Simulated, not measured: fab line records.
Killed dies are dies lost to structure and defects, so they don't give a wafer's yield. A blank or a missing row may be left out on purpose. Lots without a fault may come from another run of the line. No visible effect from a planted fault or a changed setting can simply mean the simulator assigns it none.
Problem report in the 8D (eight disciplines) form, filled by code -- flow sky130 -- the parts of the form that need people (team, actions taken, sign-off) are left out

1. THE ISSUE
Wafers without a fault read 1.005 a.u., standard deviation 0.0092; oesProductAu at SKY_FIELD_ISO_ETCH_17 reads a mean of 0.770 a.u. on 2 wafers belonging to 2 lots. Measured from the usual mean, that is -26 standard deviations.
The step: etches Si in HBr/Cl2/O2, target depth 342 nm, time 97.7 s.
Earliest sighting: wafer L938.5 on rieSi-02 at day 3 18:14. The record has a number at this step for 18 wafers belonging to 6 lots. By rule, "out" or "out of limits" means more than 4 standard deviations away from the usual mean. The other wafers with a number count as sound.

2. WHAT IT IS AND WHAT IT IS NOT
question,is,is not
which readings at this step,"oesProductAu, throttleValvePct",drypumpMotorCurrentA
which lots,"L938, L940","L934, L935, L939, L952"
which wafers of those lots,"L938.5, L940.2","L938.1, L938.4, L940.4, L940.5"
read on which tools,rieSi-02,rieSi-01
when,from day 3 18:14,"up to then (8 sound wafers); but 8 sound wafers of L939, L940, L952 came after"

3. THE SUSPECTS, EACH WITH WHAT RULES IT OUT
Counting: a tool at a process step up to the reading stays a suspect if it ran every lot that is out. Sound lots after the first of them don't rule it out here, since some wafers of a struck lot are sound.
- rieDiel-01 at SKY_FIELD_ISO_ETCH_14 (etches BARC in N2/H2, stops on SiO2, time 45.9 s, target depth 60 nm): kept. It ran every lot that is out, first L938 (day 3 18:02).
- rieDiel-01 at SKY_FIELD_ISO_ETCH_15 (etches the open film in CHF3/O2, stops on Si, target depth 180 nm, time 72 s): kept. It ran every lot that is out, first L938 (day 3 18:04).
- rieSi-02 at SKY_FIELD_ISO_ETCH_17 (etches Si in HBr/Cl2/O2, target depth 342 nm, time 97.7 s): kept. Every lot that is out went through it, the first being L938 (day 3 18:14); the last sound lot it ran before that was L934 (day 2 20:14). On those wafers its own readings are out: oesProductAu, throttleValvePct.
- Within rieSi-02 at SKY_FIELD_ISO_ETCH_17: the wafers that are out ran in chamber 3; their sound lot-mates ran in chambers 0, 1, 2.
Still standing after the count: rieDiel-01 at SKY_FIELD_ISO_ETCH_14, rieDiel-01 at SKY_FIELD_ISO_ETCH_15, rieSi-02 at SKY_FIELD_ISO_ETCH_17.

4. THE CAUSE (what the simulator had put in)
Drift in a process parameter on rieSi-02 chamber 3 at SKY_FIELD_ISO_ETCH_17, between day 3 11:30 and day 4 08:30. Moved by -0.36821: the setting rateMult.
Of the 3 suspects that counting leaves, this tool is one.

5. THE CHAIN OF EFFECTS, in route order
Rows list readings where the struck wafers' mean (over those with a number) sits beyond 3 standard deviations from the usual. Scope: only readings with a usual standard deviation given in the record; hours: median across lots of the time from each lot's start at the first step in this table that gives one to its start at this step; sigmas: change in usual standard deviations.
hours,step,reading,usual,on struck wafers,change,sigmas
0,SKY_FIELD_ISO_ETCH_17,oesProductAu,1.005 a.u.,0.770,-0.235,-26
0,SKY_FIELD_ISO_ETCH_17,throttleValvePct,25.652 %,25.802,+0.150,+12
Process steps it contains:
- SKY_FIELD_ISO_ETCH_17: etches Si in HBr/Cl2/O2, target depth 342 nm, time 97.7 s.
At these later measuring or inspecting steps, every struck wafer for which the step has a row has a number for every such reading, and none has moved that far: SKY_FIELD_ISO_THK_MEAS_23, SKY_FIELD_ISO_THK_MEAS_25.

6. HOW IT WOULD HAVE BEEN CAUGHT EARLIER
7 hours passed between the start of the fault at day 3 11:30 and the first reading out of limits in this record, taken at day 3 18:14.
